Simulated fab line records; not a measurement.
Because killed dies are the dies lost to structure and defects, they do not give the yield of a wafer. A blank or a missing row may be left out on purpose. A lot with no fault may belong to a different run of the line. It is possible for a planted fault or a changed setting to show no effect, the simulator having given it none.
Which of the tools did it? | flow sky130 | 14 lots with 42 wafers sampled at 4 steps, on a route of 708 steps

## WHAT EACH GAUGE READ, for each wafer
SKY_LDD_LDN_OVL_MEAS_07.
lot  | measured     | on         | LDD_LDN_OVL (nm)
L247 | day 22 12:44 | overlay-01 | 0.9 1.1 0.0
L248 | day 23 01:37 | overlay-02 | 2.2 1.1 0.3
L250 | day 24 03:32 | overlay-02 | 0.4 0.1 1.6
L253 | day 25 04:44 | overlay-01 | -4.1 -2.9 -1.2
L254 | day 25 09:16 | overlay-02 | -3.1 0.2 -0.3
L255 | day 25 16:16 | overlay-01 | 0.6 1.0 0.0
L258 | day 27 01:27 | overlay-01 | -0.7 1.3 -0.8
L259 | day 27 09:49 | overlay-01 | -0.6 -0.3 -0.5
L260 | day 27 12:43 | overlay-01 | -1.6 -0.5 -0.1
L261 | day 28 04:20 | overlay-01 | 1.3 0.6 -0.4
L263 | day 28 23:31 | overlay-01 | -1.8 -1.1 -0.6
L265 | day 29 21:04 | overlay-01 | -2.5 -2.2 -2.1
L269 | day 30 09:37 | overlay-02 | -0.4 0.1 0.7
L270 | day 30 20:04 | overlay-01 | 0.8 -0.3 1.7

SKY_SD_P_CD_MEAS_07: target cd 380 nm.
lot  | measured     | on        | cd-nm (nm)
L247 | day 25 03:52 | cd-sem-02 | 378.6 381.2 379.1
L248 | day 25 15:04 | cd-sem-01 | 378.5 378.6 381.1
L250 | day 26 18:45 | cd-sem-02 | 378.4 380.0 381.4
L253 | day 27 18:04 | cd-sem-01 | 382.0 378.3 379.7
L254 | day 27 22:19 | cd-sem-01 | 373.7 373.2 375.5
L255 | day 28 04:54 | cd-sem-01 | 380.7 381.2 381.2
L258 | day 29 12:56 | cd-sem-01 | 374.0 375.3 374.9
L259 | day 29 20:28 | cd-sem-02 | 378.7 379.0 380.7
L260 | day 29 23:32 | cd-sem-02 | 380.4 380.7 381.9
L261 | day 30 15:31 | cd-sem-02 | 377.0 377.5 379.0
L263 | day 31 09:13 | cd-sem-02 | 378.3 379.7 379.0
L265 | day 32 07:26 | cd-sem-01 | 381.7 380.5 380.0
L269 | day 32 19:32 | cd-sem-02 | 383.8 383.4 385.2
L270 | day 33 07:11 | cd-sem-01 | 383.4 381.6 382.6

SKY_RES_XHIGH_TW_MEAS_09.
lot  | measured     | on            | RES_XHIGH_TW
L247 | day 26 10:10 | film-metro-04 | 1645 1645 1652
L248 | day 26 21:05 | film-metro-01 | 1660 1663 1658
L250 | day 28 01:08 | film-metro-01 | 1645 1655 1654
L253 | day 28 23:08 | film-metro-04 | 1649 1645 1652
L254 | day 29 03:12 | film-metro-01 | 1660 1662 1661
L255 | day 29 09:52 | film-metro-04 | 1644 1649 1654
L258 | day 30 16:27 | film-metro-02 | 1669 1665 1660
L259 | day 30 23:55 | film-metro-01 | 1652 1639 1640
L260 | day 31 03:07 | film-metro-04 | 1653 1654 1653
L261 | day 31 20:18 | film-metro-04 | 1648 1642 1654
L263 | day 32 13:20 | film-metro-04 | 1657 1656 1658
L265 | day 33 11:17 | film-metro-04 | 1653 1651 1646
L269 | day 33 23:08 | film-metro-01 | 1652 1660 1648
L270 | day 34 10:46 | film-metro-02 | 1656 1654 1652

## EACH LOT AND THE TOOL THAT RAN IT (in order: tool; ch and the chambers of the sampled wafers; start)
lot  | SKY_RES_XHIGH_STRIP_08
L247 | plasma-asher-04 ch 0,1, day 26 10:03
L248 | plasma-asher-03 ch 1, day 26 20:59
L250 | plasma-asher-04 ch 0,1, day 28 01:02
L253 | plasma-asher-04 ch 0,1, day 28 23:02
L254 | plasma-asher-04 ch 0,1, day 29 03:06
L255 | plasma-asher-03 ch 0,1, day 29 09:46
L258 | plasma-asher-04 ch 0,1, day 30 16:22
L259 | plasma-asher-03 ch 0,1, day 30 23:49
L260 | plasma-asher-04 ch 0,1, day 31 03:00
L261 | plasma-asher-02 ch 0,1, day 31 20:12
L263 | plasma-asher-04 ch 0,1, day 32 13:14
L265 | plasma-asher-04 ch 0,1, day 33 11:10
L269 | plasma-asher-03 ch 0,1, day 33 23:02
L270 | plasma-asher-02 ch 0,1, day 34 10:39
- SKY_RES_XHIGH_STRIP_08: strips in O2/N2.

## AS READ BY THE TOOLS THEMSELVES (means over the sampled wafers that have a number; for cases with no such wafer, the mark the record gives instead)
SKY_RES_XHIGH_STRIP_08.
lot  | tool            | drypump-motor-current-A (A) | oes-product-au (a.u.) | strip-time-to-endpoint-s (s)
L247 | plasma-asher-04 | 5.1                         | 0.712                 | 14.20
L248 | plasma-asher-03 | 5.8                         | 0.710                 | 14.28
L250 | plasma-asher-04 | 5.1                         | 0.710                 | 14.32
L253 | plasma-asher-04 | 5.1                         | 0.711                 | 14.36
L254 | plasma-asher-04 | 5.1                         | 0.709                 | 14.30
L255 | plasma-asher-03 | 5.5                         | 0.709                 | 14.26
L258 | plasma-asher-04 | 5.2                         | 0.708                 | 14.34
L259 | plasma-asher-03 | 5.5                         | 0.708                 | 14.34
L260 | plasma-asher-04 | 5.1                         | 0.710                 | 14.23
L261 | plasma-asher-02 | 6.3                         | 0.712                 | 14.28
L263 | plasma-asher-04 | 5.1                         | 0.671                 | 15.69
L265 | plasma-asher-04 | 5.1                         | 0.675                 | 15.64
L269 | plasma-asher-03 | 5.3                         | 0.709                 | 14.37
L270 | plasma-asher-02 | 6.3                         | 0.712                 | 14.33

## THE ANSWER, worked out from the rows above alone
Rule: what is usual is taken from the lots themselves. Put in order of their means at a reading, lots are off if they are a third of the lots or fewer, leave a main group of 4 or more, and stand apart from it by a gap of 3 or more times the standard deviation of the main group's means; of several such gaps the widest counts. A main group whose means are all the same, to the digits that the tables above print for the reading, isn't used. A lot without any number at a reading at which 4 lots or more have one is off too. Any other lot the step has rows for is counted as sound. The gauges are gone through in route order, then the tools' own readings, and for those a lot's mean is taken as printed above. At the first step where some lot is off, the reading lying furthest off is the one used; lots without a number count as furthest.
Off, at SKY_RES_XHIGH_STRIP_08 on strip-time-to-endpoint-s: L263, L265. For the main group the mean is 14.30 s and the standard deviation 0.05.
If a tool, at that step or one of the process steps before it, ran each lot that is off and ran no sound lot following the first of them, it fits. One fits: SKY_RES_XHIGH_STRIP_08 on plasma-asher-04. Its last sound lot is L260 (day 31 03:00), its first lot that is off L263 (day 32 13:14): a fault that began between those two fits.
The tool's own readings at SKY_RES_XHIGH_STRIP_08 bear it out: on the lots that are off they differ by more than 5 times the standard deviation of the sound lots' means. oes-product-au reads 0.673 a.u. there against 0.710 a.u. on the sound lots; strip-time-to-endpoint-s reads 15.66 s there against 14.30 s on the sound lots.

## WHAT THE SIMULATOR HAD PUT IN
plasma-asher-04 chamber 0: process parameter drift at SKY_RES_XHIGH_STRIP_08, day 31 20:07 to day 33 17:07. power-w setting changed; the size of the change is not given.
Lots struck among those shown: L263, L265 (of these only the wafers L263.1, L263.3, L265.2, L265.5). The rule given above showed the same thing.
